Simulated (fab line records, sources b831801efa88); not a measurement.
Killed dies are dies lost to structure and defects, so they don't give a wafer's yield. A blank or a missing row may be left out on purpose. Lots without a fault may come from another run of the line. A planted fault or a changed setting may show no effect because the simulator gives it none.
Which tool did it? | flow sfq_line | 7 lots, 21 wafers sampled, at 3 steps of a route of 325

WHAT THE GAUGES READ, wafer by wafer
SFQ_M6_RS_MEAS_938: measures by four-point-probe.
lot  | measured     | on            | M6_NB_RS (ohm/sq)
L961 | day 73 15:41 | film_metro-04 | 0.889 0.886 0.890
L963 | day 75 08:18 | film_metro-02 | 0.901 0.886 0.901
L966 | day 77 03:29 | film_metro-01 | 0.908 0.899 0.903
L970 | day 77 11:55 | film_metro-04 | 0.890 0.890 0.885
L972 | day 77 14:19 | film_metro-01 | 0.888 0.891 0.885
L977 | day 79 05:39 | film_metro-01 | 0.906 0.899 0.905
L983 | day 79 14:01 | film_metro-01 | 0.896 0.898 0.669 0.895 0.898 0.668

WHICH TOOL RAN EACH LOT (tool, then ch and the chambers of the sampled wafers, then the start)
lot  | SFQ_TRILAYER_R5_DEP_SPUTTER_133 | SFQ_TRILAYER_M6_DEP_SPUTTER_157
L961 | pvd_sputter-03, day 65 06:26    | pvd_sputter-03, day 73 15:35
L963 | pvd_sputter-04, day 66 03:26    | pvd_sputter-06, day 75 08:13
L966 | pvd_sputter-03, day 67 21:26    | pvd_sputter-04, day 77 03:23
L970 | pvd_sputter-03, day 68 03:26    | pvd_sputter-03, day 77 11:47
L972 | pvd_sputter-05, day 68 15:29    | pvd_sputter-03, day 77 14:11
L977 | pvd_sputter-03, day 70 15:22    | pvd_sputter-04, day 79 05:28
L983 | pvd_sputter-04, day 71 01:50    | pvd_sputter-04, day 79 13:53
- SFQ_TRILAYER_R5_DEP_SPUTTER_133: material MoNx, target thk 40 nm, time 66.7 s.
- SFQ_TRILAYER_M6_DEP_SPUTTER_157: material Nb, target thk 200 nm, time 133.3 s.

THE ANSWER, worked out from the rows above alone
Rule: what is usual is taken from the lots themselves. Put in order of their means at a reading, lots are off if they are a third of the lots or fewer, leave a main group of 4 or more, and stand apart from it by a gap of 3 or more times the standard deviation of the main group's means; of several such gaps the widest counts. A main group whose means are all the same, to the digits that the tables above print for the reading, isn't used. A lot without any number at a reading at which 4 lots or more have one is off too. The other lots that the step has rows for count as sound.
Off: L983, at SFQ_M6_RS_MEAS_938 (M6_NB_RS). The main group: mean 0.895 ohm/sq, standard deviation 0.0068.
A tool fits if, at a process step before that reading, it ran every lot that is off, and no sound lot after the first of them. The gauges at SFQ_M6_RS_MEAS_938 are tried like those tools. Can't be told from this: 2 tools fit, pvd_sputter-04 at SFQ_TRILAYER_R5_DEP_SPUTTER_133 and SFQ_TRILAYER_M6_DEP_SPUTTER_157, film_metro-01 at SFQ_M6_RS_MEAS_938.

WHAT THE SIMULATOR HAD PUT IN
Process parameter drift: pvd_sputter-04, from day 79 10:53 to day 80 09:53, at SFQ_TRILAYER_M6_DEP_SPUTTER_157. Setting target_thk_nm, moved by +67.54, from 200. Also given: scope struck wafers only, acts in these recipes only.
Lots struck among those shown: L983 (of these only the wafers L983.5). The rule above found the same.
